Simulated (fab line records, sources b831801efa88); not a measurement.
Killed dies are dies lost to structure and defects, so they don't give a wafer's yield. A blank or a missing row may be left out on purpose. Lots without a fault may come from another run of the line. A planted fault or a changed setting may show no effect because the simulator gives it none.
fab line records | flow gf180mcu
record lots=24 wafers=72 last_day=35
route steps=602 shown V1@349 M2@368 V2@403 V3@445
lots that met no fault: from a run of the same line without faults
start_h: hours from the record's first day to the start of the lot's first wafer shown | wait_h: hours since the lot's step before | " the same as in the row above | L1.1+2: a row that stands for several wafers | - no value, or no start given | * or withheld: withheld | < > ~ a bound
route shown NAME@n: a module of which the file shows steps, and the number in the route of the first | usual: mean/standard deviation of fault-free wafers | same: alike in all rows | chamber/n: place in a boat | sites: the reading at each site | _std_site: their standard deviation | _edge_site: outer sites' mean less inner sites' | radius_mm: how far each site lies from the wafer's centre | mask NAME#n: copy n | behind: the tool/chamber that last shaped the wafer | hold: why the lot was held/for how many hours/how that ended | device: the transistor (n, p or np) that didn't switch | end of line: the same wafers' tests at the end of the route | a step without rows: its recipe alone | killed: dies lost to structure and defects at the first sort, not the wafer's yield | map: a wafer's dies, x killed, . not, _ none there
set.NAME: the setting as run; set.NAME@STEP: as run at that earlier step | model.NAME: the simulator's own value behind a step, which no gauge read
steps of the route over a sample of lots; a table a step, a row a wafer
services: from which hour (start_h, from the record's first day; less than 0 if before it) a tool's chamber was out of use, for how many hours, and why
## steps
# step GF_V1_CD_MEAS_14
# recipe target_cd_nm=260
# usual cd_nm=260.2/1.1
# columns lot.wafer tool chamber start_h wait_h cd_nm
L074.3 cd_sem-02 - 430.03 0.1 259.3
L074.4 " - " " 258.1
L074.6 " - " " 260.3
L075.2 cd_sem-02 - 442.16 0.1 261.3
L075.3 " - " " 261.0
L075.5 " - " " 260.9
L076.2 cd_sem-02 - 442.88 0.1 260.5
L076.4 " - " " 260.6
L076.5 " - " " 261.1
L077.2 cd_sem-02 - 454.08 0.1 260.4
L077.4 " - " " 260.4
L077.5 " - " " 259.7
L078.1 cd_sem-01 - 471.16 0.1 258.3
L078.5 " - " " 258.1
L078.6 " - " " 257.9
L079.2 cd_sem-02 - 479.97 0.1 260.2
L079.3 " - " " 259.5
L079.5 " - " " 259.2
L080.2 cd_sem-01 - 485.61 0.1 259.4
L080.3 " - " " 260.2
L080.4 " - " " 260.1
L082.1 cd_sem-02 - 499.81 0.1 261.6
L082.5 " - " " 261.3
L082.6 " - " " 261.7
L081.1 cd_sem-02 - 501.36 0.1 258.6
L081.2 " - " " 258.6
L081.6 " - " " 259.3
L083.1 cd_sem-02 - 509.14 0.1 261.0
L083.4 " - " " 260.5
L083.6 " - " " 259.8
L084.1 cd_sem-02 - 514.00 0.1 259.1
L084.3 " - " " 259.5
L084.6 " - " " 259.8
L085.1 cd_sem-02 - 521.50 0.2 260.6
L085.2 " - " " 260.2
L085.4 " - " " 262.5
L086.2 cd_sem-02 - 529.46 0.1 259.9
L086.4 " - " " 260.6
L086.5 " - " " 260.4
L087.2 cd_sem-02 - 538.47 0.1 260.4
L087.3 " - " " 260.3
L087.4 " - " " 260.1
L088.2 cd_sem-02 - 552.27 0.1 260.4
L088.4 " - " " 261.3
L088.6 " - " " 261.1
L089.1 cd_sem-02 - 564.01 0.1 261.1
L089.4 " - " " 260.8
L089.6 " - " " 260.8
L090.1 cd_sem-01 - 566.26 0.1 259.5
L090.4 " - " " 259.5
L090.6 " - " " 258.5
L091.1 cd_sem-02 - 574.84 0.1 260.1
L091.4 " - " " 260.2
L091.5 " - " " 260.3
L092.3 cd_sem-01 - 580.35 0.1 258.0
L092.4 " - " " 259.5
L092.5 " - " " 259.0
L093.2 cd_sem-01 - 589.63 0.1 261.0
L093.4 " - " " 262.0
L093.5 " - " " 261.1
L094.1 cd_sem-02 - 596.15 0.1 259.1
L094.2 " - " " 259.1
L094.3 " - " " 259.7
L095.2 cd_sem-02 - 607.62 0.1 262.0
L095.4 " - " " 263.0
L095.6 " - " " 260.6
L096.1 cd_sem-02 - 611.74 0.1 262.2
L096.4 " - " " 260.8
L096.6 " - " " 261.4
L097.4 cd_sem-02 - 618.95 0.1 260.6
L097.5 " - " " 260.4
L097.6 " - " " 260.6
# step GF_V1_CMP_26
# recipe stop_on=SiO2 down_force_psi=3.5 platen_rpm=60 t_overpolish_s=15 target_thk_nm=0 pad_velocity_m_s=0.94248
# usual motor_current_A=11.1/1.7 overpolish_run_s=15.002/0.0091 time_to_endpoint_s=85/4.8
# same t_overpolish_s=15
# columns lot.wafer tool chamber start_h wait_h motor_current_A overpolish_run_s time_to_endpoint_s
L074.3 cmp-01 2 431.24 0.0 13.8 15.004 81
L074.4 " 3 " " 9.5 15.019 82
L074.6 " 2 " " 13.3 15.002 84
L075.2 cmp-02 1 443.35 0.0 11.2 15.002 89
L075.3 " 0 " " 12.4 15.018 88
L075.5 " 2 " " 8.7 15.000 90
L076.2 cmp-01 3 444.19 0.1 9.8 14.996 83
L076.4 " 1 " " 10.9 14.999 82
L076.5 " 2 " " 12.9 15.005 84
L077.2 cmp-02 3 455.53 0.3 12.3 14.996 89
L077.4 " 0 " " 12.2 15.012 84
L077.5 " 0 " " 12.1 14.998 84
L078.1 cmp-01 3 472.47 0.1 9.8 15.030 81
L078.6 " 1 " " 11.3 15.005 76
L078.5 " 2 " " 13.7 14.988 83
L079.3 cmp-02 0 481.28 0.1 11.4 15.000 93
L079.2 " 1 " " 11.7 15.006 89
L079.5 " 3 " " 13.2 14.997 95
L080.4 cmp-02 1 486.80 0.0 11.4 15.018 90
L080.3 " 2 " " 8.9 15.002 89
L080.2 " 0 " " 12.9 14.996 87
L082.1 cmp-02 0 501.19 0.1 12.6 15.001 85
L082.5 " 3 " " 12.7 14.995 91
L082.6 " 0 " " 12.2 15.002 83
L081.2 cmp-02 2 502.57 0.0 8.7 15.005 85
L081.1 " 0 " " 12.2 14.989 89
L081.6 " 2 " " 9.0 15.018 86
L083.1 cmp-01 3 510.35 0.1 10.0 15.012 80
L083.4 " 2 " " 13.4 14.994 83
L083.6 " 3 " " 10.4 15.007 78
L084.3 cmp-02 2 515.22 0.0 8.8 15.014 89
L084.1 " 0 " " 11.9 14.995 89
L084.6 " 2 " " 8.7 14.987 85
L085.1 cmp-02 0 522.71 0.1 12.0 14.999 93
L085.4 " 1 " " 11.3 14.998 92
L085.2 " 2 " " 8.7 15.005 90
L086.4 cmp-01 2 530.65 0.0 12.9 15.010 86
L086.2 " 3 " " 10.0 15.006 83
L086.5 " 2 " " 13.6 15.001 81
L087.2 cmp-02 2 539.66 0.0 8.7 15.002 89
L087.3 " 0 " " 12.2 15.011 91
L087.4 " 1 " " 11.4 15.014 90
L088.4 cmp-01 0 553.46 0.0 9.3 15.005 84
L088.2 " 3 " " 9.5 14.993 84
L088.6 " 0 " " 9.0 14.994 84
L089.1 cmp-02 1 565.22 0.1 11.4 15.003 88
L089.4 " 0 " " 12.3 14.981 86
L089.6 " 2 " " 8.6 14.981 86
L090.1 cmp-01 3 567.48 0.1 9.3 14.997 80
L090.4 " 1 " " 11.3 14.995 77
L090.6 " 0 " " 9.5 14.994 81
L091.4 cmp-01 3 576.05 0.0 9.4 14.995 88
L091.1 " 2 " " 13.6 15.026 87
L091.5 " 3 " " 10.0 14.984 87
L092.4 cmp-02 1 581.53 0.0 11.6 15.006 81
L092.3 " 0 " " 12.2 15.006 83
L092.5 " 2 " " 9.0 15.002 78
L093.4 cmp-01 3 590.92 0.1 10.2 15.002 85
L093.2 " 0 " " 9.2 15.006 85
L093.5 " 1 " " 11.6 15.017 82
L094.3 cmp-02 2 597.39 0.0 8.8 15.003 78
L094.2 " 3 " " 13.7 14.992 90
L094.1 " 0 " " 11.9 15.006 80
L095.4 cmp-01 3 608.81 0.0 10.1 15.016 80
L095.2 " 0 " " 9.5 15.016 80
L095.6 " 3 " " 9.5 15.004 82
L096.4 cmp-02 2 612.95 0.0 8.9 15.003 82
L096.1 " 1 " " 11.3 14.995 84
L096.6 " 2 " " 8.7 15.025 87
L097.4 cmp-02 2 620.25 0.2 8.6 15.000 85
L097.5 " 3 " " 13.5 15.008 87
L097.6 " 0 " " 11.9 14.995 84
# step GF_M2_THK_MEAS_06
# recipe thk_meas_gauge=xrf reads=AlCu_of_M2_SPUTTER_02
# usual M2_ALCU_THK=458/6
# columns lot.wafer tool chamber start_h wait_h M2_ALCU_THK[nm]
L074.3 film_metro-03 - 431.90 0.1 455
L074.4 " - " " 455
L074.6 " - " " 453
L075.2 film_metro-03 - 444.00 0.1 457
L075.3 " - " " 455
L075.5 " - " " 455
L076.2 film_metro-04 - 444.79 0.1 459
L076.4 " - " " 459
L076.5 " - " " 458
L077.2 film_metro-03 - 456.18 0.1 468
L077.4 " - " " 466
L077.5 " - " " 464
L078.1 film_metro-04 - 473.01 0.1 466
L078.5 " - " " 458
L078.6 " - " " 458
L079.2 film_metro-03 - 481.88 0.1 466
L079.3 " - " " 460
L079.5 " - " " 451
L080.2 film_metro-02 - 487.45 0.1 455
L080.3 " - " " 464
L080.4 " - " " 455
L082.1 film_metro-04 - 501.78 0.1 461
L082.5 " - " " 450
L082.6 " - " " 458
L081.1 film_metro-04 - 503.21 0.1 446
L081.2 " - " " 449
L081.6 " - " " 446
L083.1 film_metro-03 - 510.99 0.1 467
L083.4 " - " " 464
L083.6 " - " " 462
L084.1 film_metro-02 - 515.86 0.1 462
L084.3 " - " " 467
L084.6 " - " " 451
L085.1 film_metro-04 - 523.35 0.1 456
L085.2 " - " " 456
L085.4 " - " " 450
L086.2 film_metro-02 - 531.30 0.1 455
L086.4 " - " " 459
L086.5 " - " " 456
L087.2 film_metro-03 - 540.31 0.1 452
L087.3 " - " " 446
L087.4 " - " " 456
L088.2 film_metro-04 - 554.11 0.1 461
L088.4 " - " " 463
L088.6 " - " " 461
L089.1 film_metro-03 - 565.86 0.1 470
L089.4 " - " " 464
L089.6 " - " " 468
L090.1 film_metro-02 - 568.12 0.1 448
L090.4 " - " " 453
L090.6 " - " " 448
L091.1 film_metro-04 - 576.69 0.1 470
L091.4 " - " " 467
L091.5 " - " " 465
L092.3 film_metro-02 - 582.22 0.1 452
L092.4 " - " " 463
L092.5 " - " " 460
L093.2 film_metro-03 - 591.47 0.1 455
L093.4 " - " " 450
L093.5 " - " " 455
L094.1 film_metro-04 - 598.03 0.1 453
L094.2 " - " " 454
L094.3 " - " " 457
L095.2 film_metro-04 - 609.46 0.1 447
L095.4 " - " " 451
L095.6 " - " " 444
L096.1 film_metro-02 - 613.59 0.1 453
L096.4 " - " " 460
L096.6 " - " " 460
L097.4 film_metro-02 - 620.77 0.1 463
L097.5 " - " " 463
L097.6 " - " " 462
# step GF_V2_SPUTTER_21
# recipe material=Ti target_thk_nm=15 chamber_pressure_pa=5 power_w=2500 substrate_temp_c=200 time_s=80.02
# usual cathode_dc_power_W=2500.0/0.41 throttle_valve_pct=30.2/1
# columns lot.wafer tool chamber start_h wait_h cathode_dc_power_W throttle_valve_pct
L074.3 pvd_sputter-01 - 483.00 0.0 2499.6 31.4
L074.4 " - " " 2499.8 30.4
L074.6 " - " " 2499.7 31.3
L075.2 pvd_sputter-01 - 494.63 0.0 2500.1 31.3
L075.3 " - " " 2499.8 31.2
L075.5 " - " " 2499.2 31.4
L076.2 pvd_sputter-03 - 495.78 0.0 2499.5 28.6
L076.4 " - " " 2499.2 29.4
L076.5 " - " " 2499.8 28.3
L077.2 pvd_sputter-02 - 506.83 0.0 2499.9 30.1
L077.4 " - " " 2499.8 31.3
L077.5 " - " " 2499.5 31.2
L078.1 pvd_sputter-01 - 524.17 0.0 2500.0 30.7
L078.5 " - " " 2500.3 31.3
L078.6 " - " " 2499.9 31.5
L079.2 pvd_sputter-02 - 531.97 0.0 2499.7 30.7
L079.3 " - " " 2499.5 30.2
L079.5 " - " " 2499.0 29.9
L080.2 pvd_sputter-02 - 537.83 0.0 2499.5 30.4
L080.3 " - " " 2499.7 31.1
L080.4 " - " " 2499.7 30.0
L082.1 pvd_sputter-02 - 550.87 0.0 2500.6 30.7
L082.5 " - " " 2500.7 31.1
L082.6 " - " " 2500.2 30.0
L081.1 pvd_sputter-03 - 551.28 0.0 2499.9 28.7
L081.2 " - " " 2500.0 28.9
L081.6 " - " " 2500.0 29.0
L083.1 pvd_sputter-01 - 559.08 0.0 2501.0 31.5
L083.4 " - " " 2499.4 30.2
L083.6 " - " " 2499.6 31.4
L084.1 pvd_sputter-03 - 563.46 0.0 2499.9 29.2
L084.3 " - " " 2500.0 28.9
L084.6 " - " " 2500.1 29.4
L085.1 pvd_sputter-01 - 571.28 0.0 2500.2 30.4
L085.2 " - " " 2500.6 31.5
L085.4 " - " " 2500.2 30.4
L086.2 pvd_sputter-02 - 578.68 0.0 2500.4 30.0
L086.4 " - " " 2499.3 31.3
L086.5 " - " " 2500.6 30.4
L087.2 pvd_sputter-03 - 586.74 0.0 2499.8 28.5
L087.3 " - " " 2499.8 29.1
L087.4 " - " " 2500.6 29.3
L088.2 pvd_sputter-01 - 600.56 0.0 2499.8 30.9
L088.4 " - " " 2500.0 30.6
L088.6 " - " " 2500.1 31.3
L089.1 pvd_sputter-03 - 612.24 0.0 2500.1 29.0
L089.4 " - " " 2500.3 28.5
L089.6 " - " " 2500.1 29.2
L090.1 pvd_sputter-03 - 613.63 0.0 2499.8 28.8
L090.4 " - " " 2500.6 29.3
L090.6 " - " " 2499.8 28.9
L091.1 pvd_sputter-02 - 622.30 0.0 2499.7 30.0
L091.4 " - " " 2499.6 31.0
L091.5 " - " " 2499.6 30.0
L092.3 pvd_sputter-01 - 627.28 0.0 2499.7 31.5
L092.4 " - " " 2499.5 30.6
L092.5 " - " " 2499.1 31.3
L093.2 pvd_sputter-01 - 636.49 0.0 2499.6 31.5
L093.4 " - " " 2500.2 31.4
L093.5 " - " " 2500.1 31.4
L094.1 pvd_sputter-01 - 642.04 0.0 2499.9 31.6
L094.2 " - " " 2500.8 30.7
L094.3 " - " " 2500.4 31.7
L095.2 pvd_sputter-03 - 653.37 0.0 2499.7 28.9
L095.4 " - " " 2500.4 28.8
L095.6 " - " " 2499.9 28.6
L096.1 pvd_sputter-03 - 657.92 0.0 2500.4 28.6
L096.4 " - " " 2500.2 29.6
L096.6 " - " " 2499.6 28.7
L097.4 pvd_sputter-01 - 662.96 0.0 2500.4 31.5
L097.5 " - " " 2499.9 30.4
L097.6 " - " " 2500.4 30.7
# step GF_V3_ETCH_16
# recipe chemistry=N2/H2 target_depth_a=withheld overetch_a=withheld time_s=withheld target=BARC ion_energy_ev=200 source_w=500 bias_w=100 pressure_mtorr=30 n2_flow_sccm=100 h2_flow_sccm=200
# usual drypump_motor_current_A=5.8/0.56 h2_flow_sccm=200.0/0.6 oes_product_au=0.856/0.0048 throttle_valve_pct=13.224/0.0091
# columns lot.wafer tool chamber start_h wait_h drypump_motor_current_A h2_flow_sccm oes_product_au throttle_valve_pct
L074.3 rie_diel-03 3 532.91 0.0 6.6 201.2 0.856 13.209
L074.4 " 2 " " 6.4 199.7 0.848 13.205
L074.6 " 0 " " 6.6 200.1 0.846 13.213
L075.2 rie_diel-01 3 543.52 0.0 5.1 200.2 0.856 13.227
L075.3 " 2 " " 5.5 200.1 0.856 13.228
L075.5 " 1 " " 5.3 200.3 0.854 13.207
L076.2 rie_diel-04 2 545.42 0.0 6.1 200.2 0.845 13.222
L076.4 " 3 " " 6.3 199.8 0.866 13.224
L076.5 " 2 " " 6.1 200.4 0.853 13.222
L077.2 rie_diel-01 2 555.42 0.0 5.5 201.1 0.851 13.231
L077.4 " 2 " " 5.5 200.4 0.850 13.226
L077.5 " 1 " " 5.3 200.2 0.845 13.219
L078.1 rie_diel-03 0 572.47 0.0 6.6 198.2 0.852 13.210
L078.5 " 2 " " 6.5 200.0 0.855 13.225
L078.6 " 3 " " 6.6 200.3 0.857 13.227
L079.2 rie_diel-01 1 580.30 0.0 5.2 200.1 0.856 13.227
L079.3 " 0 " " 5.4 199.5 0.857 13.219
L079.5 " 0 " " 5.4 199.5 0.861 13.232
L080.2 rie_diel-03 1 584.82 0.0 5.7 201.0 0.859 13.222
L080.3 " 2 " " 6.5 200.0 0.856 13.213
L080.4 " 3 " " 6.6 198.8 0.860 13.242
L082.1 rie_diel-03 1 597.55 0.0 5.7 199.7 0.865 13.226
L082.5 " 0 " " 6.6 199.4 0.860 13.241
L082.6 " 1 " " 5.7 200.2 0.859 13.222
L081.1 rie_diel-04 0 598.22 0.0 5.4 200.4 0.854 13.234
L081.2 " 3 " " 6.3 199.8 0.850 13.217
L081.6 " 3 " " 6.3 199.6 0.848 13.231
L083.1 rie_diel-03 3 606.14 0.0 6.6 199.2 0.861 13.236
L083.4 " 1 " " 5.6 200.1 0.850 13.231
L083.6 " 3 " " 6.6 199.8 0.860 13.222
L084.1 rie_diel-01 1 610.10 0.0 5.2 200.2 0.855 13.233
L084.3 " 0 " " 5.4 201.4 0.860 13.229
L084.6 " 0 " " 5.4 200.6 0.858 13.211
L085.1 rie_diel-04 3 617.65 0.0 6.3 199.9 0.854 13.219
L085.2 " 1 " " 5.2 199.7 0.859 13.229
L085.4 " 0 " " 5.3 200.6 0.860 13.227
L086.2 rie_diel-03 1 623.80 0.0 5.7 199.3 0.858 13.212
L086.4 " 2 " " 6.4 199.6 0.861 13.229
L086.5 " 1 " " 5.7 200.0 0.853 13.224
L087.2 rie_diel-04 1 631.25 0.0 5.2 199.6 0.853 13.217
L087.3 " 0 " " 5.4 199.7 0.852 13.223
L087.4 " 3 " " 6.3 199.9 0.852 13.209
L088.2 rie_diel-04 2 644.25 0.0 6.1 200.1 0.853 13.220
L088.4 " 3 " " 6.3 201.1 0.851 13.226
L088.6 " 0 " " 5.4 200.1 0.848 13.218
L089.1 rie_diel-03 1 655.85 0.0 5.7 199.7 0.855 13.239
L089.4 " 2 " " 6.5 199.8 0.852 13.222
L089.6 " 3 " " 6.6 200.7 0.861 13.227
L090.1 rie_diel-04 0 657.65 0.0 5.4 199.5 0.863 13.225
L090.4 " 3 " " 6.3 199.7 0.855 13.230
L090.6 " 0 " " 5.4 199.9 0.854 13.241
L091.1 rie_diel-04 0 665.65 0.0 5.4 200.1 0.859 13.227
L091.4 " 1 " " 5.2 200.6 0.857 13.237
L091.5 " 1 " " 5.2 199.8 0.855 13.217
L092.3 rie_diel-01 1 670.62 0.0 5.3 198.9 0.858 13.211
L092.4 " 3 " " 5.1 200.5 0.848 13.213
L092.5 " 1 " " 5.3 200.3 0.853 13.233
L093.2 rie_diel-03 3 679.05 0.0 6.6 200.1 0.858 13.235
L093.4 " 1 " " 5.7 200.3 0.851 13.249
L093.5 " 2 " " 6.5 198.9 0.848 13.234
L094.1 rie_diel-03 1 684.30 0.0 5.7 200.1 0.855 13.227
L094.2 " 3 " " 6.6 200.4 0.852 13.226
L094.3 " 2 " " 6.5 200.6 0.852 13.233
L095.2 rie_diel-01 1 695.75 0.0 5.2 199.0 0.859 13.214
L095.4 " 0 " " 5.4 200.1 0.860 13.228
L095.6 " 2 " " 5.5 200.0 0.855 13.230
L096.1 rie_diel-01 1 698.40 0.0 5.2 200.5 0.860 13.237
L096.4 " 2 " " 5.5 199.5 0.865 13.231
L096.6 " 3 " " 5.1 200.3 0.856 13.231
L097.4 rie_diel-01 0 704.57 0.0 5.4 200.5 0.852 13.228
L097.5 " 3 " " 5.1 201.1 0.855 13.227
L097.6 " 0 " " 5.4 199.5 0.856 13.227
# step GF_V3_CMP_26
# recipe stop_on=SiO2 down_force_psi=3.5 platen_rpm=60 t_overpolish_s=15 target_thk_nm=0 pad_velocity_m_s=0.94248
# usual motor_current_A=11.1/1.6 overpolish_run_s=15.001/0.0083 time_to_endpoint_s=85/4.8
# same t_overpolish_s=15
# columns lot.wafer tool chamber start_h wait_h motor_current_A overpolish_run_s time_to_endpoint_s
L074.3 cmp-01 3 533.97 0.0 10.0 14.997 83
L074.4 " 0 " " 9.7 14.996 80
L074.6 " 3 " " 10.2 14.995 78
L075.2 cmp-01 3 544.67 0.1 9.5 14.993 82
L075.3 " 0 " " 9.2 15.007 79
L075.5 " 1 " " 11.3 14.993 80
L076.2 cmp-02 3 546.47 0.0 13.3 15.013 93
L076.4 " 0 " " 12.4 15.011 89
L076.5 " 3 " " 12.6 14.995 95
L077.4 cmp-01 3 556.47 0.0 9.6 14.994 84
L077.2 " 1 " " 11.2 15.001 82
L077.5 " 0 " " 9.5 15.000 86
L078.1 cmp-01 1 573.60 0.1 10.8 15.011 81
L078.5 " 0 " " 9.3 15.009 86
L078.6 " 1 " " 10.9 14.985 78
L079.2 cmp-01 2 581.43 0.1 13.1 15.003 79
L079.3 " 3 " " 10.1 14.986 80
L079.5 " 1 " " 11.4 15.003 83
L080.4 cmp-02 1 585.87 0.0 11.4 15.006 85
L080.3 " 2 " " 8.3 15.005 87
L080.2 " 0 " " 11.9 15.001 86
L082.1 cmp-01 3 598.65 0.1 9.7 15.003 81
L082.5 " 2 " " 12.3 15.006 81
L082.6 " 3 " " 9.7 14.998 79
L081.1 cmp-02 3 599.38 0.1 13.1 14.985 88
L081.2 " 0 " " 11.6 14.996 89
L081.6 " 2 " " 9.2 15.014 86
L083.1 cmp-02 3 607.48 0.3 13.2 15.013 85
L083.4 " 0 " " 12.1 14.987 83
L083.6 " 2 " " 8.7 14.991 82
L084.3 cmp-01 2 611.16 0.0 13.1 15.009 78
L084.1 " 0 " " 9.4 15.011 78
L084.6 " 3 " " 9.8 15.000 77
L085.2 cmp-02 3 618.75 0.1 13.6 15.006 89
L085.4 " 0 " " 12.1 15.006 85
L085.1 " 1 " " 11.4 14.992 84
L086.2 cmp-02 0 624.94 0.1 11.5 15.001 84
L086.4 " 2 " " 9.2 15.013 85
L086.5 " 0 " " 11.7 15.007 83
L087.2 cmp-02 2 632.34 0.0 9.2 15.002 86
L087.4 " 3 " " 13.0 15.009 89
L087.3 " 1 " " 11.0 14.997 85
L088.2 cmp-01 0 645.63 0.4 9.8 15.004 81
L088.4 " 2 " " 13.7 15.002 82
L088.6 " 0 " " 8.8 14.991 83
L089.1 cmp-02 3 657.01 0.1 13.5 15.001 93
L089.4 " 0 " " 12.0 14.994 85
L089.6 " 1 " " 10.9 15.014 88
L090.1 cmp-01 3 658.75 0.1 9.9 15.003 79
L090.4 " 0 " " 9.4 14.998 83
L090.6 " 2 " " 12.8 14.999 82
L091.4 cmp-02 1 666.70 0.0 11.2 15.018 85
L091.1 " 3 " " 13.8 15.004 89
L091.5 " 2 " " 9.1 14.997 84
L092.3 cmp-01 0 671.67 0.0 9.7 14.999 81
L092.4 " 3 " " 10.3 14.992 83
L092.5 " 0 " " 9.2 15.010 81
L093.2 cmp-02 0 680.11 0.0 11.8 15.000 86
L093.4 " 2 " " 8.9 15.002 87
L093.5 " 0 " " 12.4 15.009 91
L094.1 cmp-02 2 685.38 0.1 8.7 15.000 94
L094.2 " 3 " " 13.3 15.000 93
L094.3 " 0 " " 12.0 15.005 89
L095.2 cmp-02 1 696.88 0.1 12.0 15.000 88
L095.4 " 2 " " 8.7 15.002 87
L095.6 " 0 " " 12.2 14.986 85
L096.1 cmp-02 0 699.48 0.1 12.1 15.023 83
L096.4 " 3 " " 13.2 14.990 93
L096.6 " 1 " " 11.2 15.003 92
L097.4 cmp-02 0 705.63 0.0 11.8 14.990 90
L097.5 " 0 " " 11.7 14.988 91
L097.6 " 1 " " 10.9 14.999 92
## services
# columns tool chamber start_h hours kind
cmp-01 - 411.47 4.0 pm
pvd_sputter-03 - 413.20 1.9 repair
cmp-02 - 415.87 5.8 pm
pvd_sputter-01 - 426.35 3.0 repair
cmp-01 - 453.63 2.4 repair
rie_diel-03 - 462.11 0.2 repair
rie_diel-03 0 462.51 4.7 repair
cmp-01 - 463.53 3.3 repair
cmp-01 - 474.81 0.3 repair
cmp-01 - 495.88 4.2 pm
cmp-01 - 501.59 0.4 repair
pvd_sputter-01 - 508.74 2.5 repair
rie_diel-03 3 533.19 16.7 repair
cmp-01 - 560.13 3.6 repair
cmp-02 - 572.17 4.0 pm
rie_diel-03 - 579.65 0.1 repair
cmp-02 - 610.01 0.2 repair
cmp-01 - 621.00 0.9 repair
cmp-02 - 641.22 12.4 pm
cmp-02 - 668.84 3.5 pm
cmp-01 - 672.35 6.1 pm
pvd_sputter-01 - 676.21 3.9 repair
pvd_sputter-01 - 677.27 1.2 repair
cmp-02 - 700.25 1.0 repair
## key
fault none
